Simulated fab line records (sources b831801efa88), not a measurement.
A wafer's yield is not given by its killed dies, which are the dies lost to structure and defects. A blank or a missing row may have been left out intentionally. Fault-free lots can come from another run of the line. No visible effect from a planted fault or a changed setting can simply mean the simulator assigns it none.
Which tool is to blame?    flow gf180mcu    14 lots with 42 wafers sampled at 4 steps, on a route of 602 steps

WHAT EACH GAUGE READ, for each wafer
GF_HV_LDD_THK_MEAS_57.
lot   measured      on             HV_LDD_CVD_56_THK (nm)
L949  day 12 14:25  film metro-04  90.7 89.6 90.1
L950  day 12 18:40  film metro-01  89.7 89.7 90.3
L951  day 13 01:02  film metro-04  91.4 90.6 90.8
L952  day 13 09:51  film metro-04  91.3 91.1 91.7
L954  day 14 03:26  film metro-03  91.4 90.8 90.7
L956  day 14 18:51  film metro-04  92.1 92.4 92.9
L963  day 17 06:47  film metro-03  89.4 89.6 89.4
L964  day 17 12:16  film metro-03  87.6 88.1 88.8
L965  day 18 01:43  film metro-01  89.4 89.3 90.5
L966  day 18 04:55  film metro-01  91.6 90.8 91.7
L967  day 18 18:14  film metro-04  90.1 90.3 90.7
L969  day 19 08:04  film metro-01  89.2 88.9 88.9
L971  day 20 01:42  film metro-04  90.5 90.5 91.1
L972  day 20 11:04  film metro-04  90.6 91.6 91.1

GF_SAB_OVL_MEAS_10.
lot   measured      on          SAB_OVL (nm)
L949  day 15 05:51  overlay-01  1.2 0.9 0.8
L950  day 15 08:52  overlay-02  -0.1 1.2 0.7
L951  day 15 16:55  overlay-02  -1.0 -0.5 -1.9
L952  day 16 02:39  overlay-02  -2.2 -0.6 -0.1
L954  day 16 22:44  overlay-01  3.4 3.5 1.1
L956  day 17 13:46  overlay-02  -1.5 -0.5 -2.0
L963  day 20 07:38  overlay-02  -0.6 -2.0 1.4
L964  day 20 14:59  overlay-01  2.7 2.7 4.2
L965  day 21 02:36  overlay-02  2.0 0.6 2.4
L966  day 21 05:14  overlay-01  1.9 3.1 3.0
L967  day 21 20:14  overlay-01  0.4 -0.7 1.8
L969  day 22 10:07  overlay-01  1.7 -1.4 1.0
L971  day 23 02:03  overlay-02  0.2 0.8 -2.5
L972  day 23 11:50  overlay-02  0.4 -0.4 0.6

GF_CONTACT_BOW_MEAS_05.
lot   measured      on             CONTACT_BOW (um)
L949  day 15 07:17  film metro-04  67 65 64
L950  day 15 10:19  film metro-01  61 68 60
L951  day 15 18:26  film metro-03  85 74 67
L952  day 16 04:07  film metro-01  65 53 64
L954  day 17 00:13  film metro-04  68 61 64
L956  day 17 15:11  film metro-03  62 70 80
L963  day 20 09:07  film metro-03  65 69 68
L964  day 20 16:26  film metro-01  65 62 60
L965  day 21 04:03  film metro-01  81 60 67
L966  day 21 06:40  film metro-03  66 71 76
L967  day 21 21:44  film metro-03  62 75 63
L969  day 22 11:35  film metro-04  57 63 59
L971  day 23 03:29  film metro-04  61 50 49
L972  day 23 13:17  film metro-01  55 60 72

WHICH TOOL RAN EACH LOT (tool, then ch and the chambers of the sampled wafers, then the start)
lot   GF_SALICIDE_RTA_06
L949  rtp anneal-02 ch 0, day 15 06:28
L950  rtp anneal-02 ch 0, day 15 09:28
L951  rtp anneal-01 ch 0, day 15 17:31
L952  rtp anneal-02 ch 0, day 16 03:16
L954  rtp anneal-01 ch 0, day 16 23:22
L956  rtp anneal-01 ch 0, day 17 14:22
L963  rtp anneal-01 ch 0, day 20 08:16
L964  rtp anneal-02 ch 0, day 20 15:36
L965  rtp anneal-01 ch 0, day 21 03:13
L966  rtp anneal-01 ch 0, day 21 05:50
L967  rtp anneal-02 ch 0, day 21 20:52
L969  rtp anneal-01 ch 0, day 22 10:45
L971  rtp anneal-01 ch 0, day 23 02:40
L972  rtp anneal-02 ch 0, day 23 12:28
- GF_SALICIDE_RTA_06: time 30 s.

AS READ BY THE TOOLS THEMSELVES (means over the sampled wafers that have a number; for cases with no such wafer, the mark the record gives instead)
GF_SALICIDE_RTA_06.
lot   tool           chamber o2 ppm  lamp power pct (%)  wafer_temp_C_max
L949  rtp anneal-02  1.985           6.2                 532.4
L950  rtp anneal-02  1.993           6.2                 532.9
L951  rtp anneal-01  1.988           7.5                 532.2
L952  rtp anneal-02  1.987           6.2                 532.9
L954  rtp anneal-01  1502.000        7.5                 532.4
L956  rtp anneal-01  1502.000        7.5                 532.0
L963  rtp anneal-01  2.014           7.5                 532.2
L964  rtp anneal-02  1.980           6.2                 532.7
L965  rtp anneal-01  2.005           7.5                 532.7
L966  rtp anneal-01  2.018           7.5                 531.9
L967  rtp anneal-02  1.978           6.2                 532.5
L969  rtp anneal-01  1.996           7.5                 531.9
L971  rtp anneal-01  2.010           7.5                 532.3
L972  rtp anneal-02  1.992           6.2                 532.9

THE ANSWER, worked out from the rows above alone
Rule: what is usual is taken from the lots themselves. Put in order of their means at a reading, lots are off if they are a third of the lots or fewer, leave a main group of 4 or more, and stand apart from it by a gap of 3 or more times the standard deviation of the main group's means; of several such gaps the widest counts. Not used: any main group whose means are identical at the precision the tables above print for the reading. Also off: a lot with no number at a reading for which 4 or more lots have one. Any other lot the step has rows for is counted as sound. Order of review: gauges by route order, followed by the tools' own readings, for which a lot's mean as printed above is used. At the first step where some lot is off, the reading lying furthest off is the one used; lots without a number count as furthest.
Off at GF_SALICIDE_RTA_06 (chamber o2 ppm): L954, L956. Mean 1.996 and standard deviation 0.013 in the main group.
A tool fits if, at that step or a process step before it, it ran every lot that is off, and no sound lot after the first of them. Of those tried, none fits.

WHAT THE SIMULATOR HAD INSERTED
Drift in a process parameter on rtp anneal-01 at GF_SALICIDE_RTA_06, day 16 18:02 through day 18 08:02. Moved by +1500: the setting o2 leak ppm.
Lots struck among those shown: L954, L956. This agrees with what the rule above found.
